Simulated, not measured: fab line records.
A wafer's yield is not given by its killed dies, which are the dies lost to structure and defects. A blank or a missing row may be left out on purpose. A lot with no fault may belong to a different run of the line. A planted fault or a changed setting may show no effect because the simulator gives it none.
One fault through the eyes of 2 desks    flow gf180mcu    numbers are kept per desk, each desk with only its own; the story behind them comes last

## TOOL OWNER'S DESK, plasmaAsher-04
The tool's own readings at GF_NSD_STRIP_11 (strips in O2/N2): means of the sampled wafers that have a number, for each lot that ran on this tool. Any lot whose mean is over 4 standard deviations away from the usual mean is out of limits and marked OUT; that distance is given in the brackets.
Columns: A = drypumpMotorCurrentA at GF_NSD_STRIP_11, usual 5.6 A; B = heaterPowerW at GF_NSD_STRIP_11, usual 348 W; C = oesProductAu at GF_NSD_STRIP_11, usual 0.485 a.u.; D = stripTimeToEndpointS at GF_NSD_STRIP_11, usual 23.10 s
lot   first seen here  A    B    C                D
L263  day 14 06:22     5.4  308  0.486            23.07
L264  day 14 10:49     5.6  294  0.592 (+24) OUT  -
L278  day 19 05:11     5.8  281  0.485            23.16
This desk finds L264 out of limits, L264 being first, at day 14 10:49 (oesProductAu at GF_NSD_STRIP_11). In limits: L263, L278.

## FROM THE METROLOGY DESK
Means of the sampled wafers that have a number, per lot and without regard to the tool the lot ran on: this is what the gauges read. Any lot whose mean is over 4 standard deviations away from the usual mean is out of limits and marked OUT; that distance is given in the brackets.
Columns: A = DUAL_GATE_OVL at GF_DUAL_GATE_OVL_MEAS_11, usual 1.3 nm; B = cdNm at GF_PSD_CD_MEAS_07, usual 399.4 nm; C = PSD_TW at GF_PSD_TW_MEAS_11, usual 3181
lot   first seen here  A     B      C
L263  day 9 01:26      2.0   397.2  3200
L264  day 9 06:04      1.3   401.6  300 (-99 or more) OUT
L271  day 11 10:30     1.5   397.8  3146
L273  day 11 20:12     1.1   397.4  3146
L274  day 12 03:22     1.4   399.7  3145
L277  day 12 23:07     1.0   399.7  3213
L278  day 13 06:16     -0.3  399.1  3203
L280  day 13 21:22     2.7   401.9  3199
L281  day 14 04:19     2.3   398.2  3188
L282  day 14 11:33     1.1   397.3  3196
L284  day 14 22:58     0.8   399.4  3150
This desk's result: L264 out of limits, first on L264 (PSD_TW at GF_PSD_TW_MEAS_11), day 15 08:11. In limits: L263, L271, L273, L274, L277, L278, L280, L281, L282, L284.

## TAKEN TOGETHER
The tool owner's desk could have raised an alarm at day 14 10:49, on L264.
An alarm was possible from the metrology desk at day 15 08:11, on L264.
All the named lots went through GF_NSD_STRIP_11 on plasmaAsher-04.

## WHAT WAS PUT IN BY THE SIMULATOR
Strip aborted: plasmaAsher-04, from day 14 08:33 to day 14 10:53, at GF_NSD_STRIP_11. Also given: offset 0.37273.
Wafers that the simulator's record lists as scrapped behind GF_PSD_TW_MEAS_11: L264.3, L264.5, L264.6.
Lots struck among those shown: L264.
Time in hours from fault onset to the first out-of-limits reading at each desk: tool owner's desk 2, metrology desk 24.
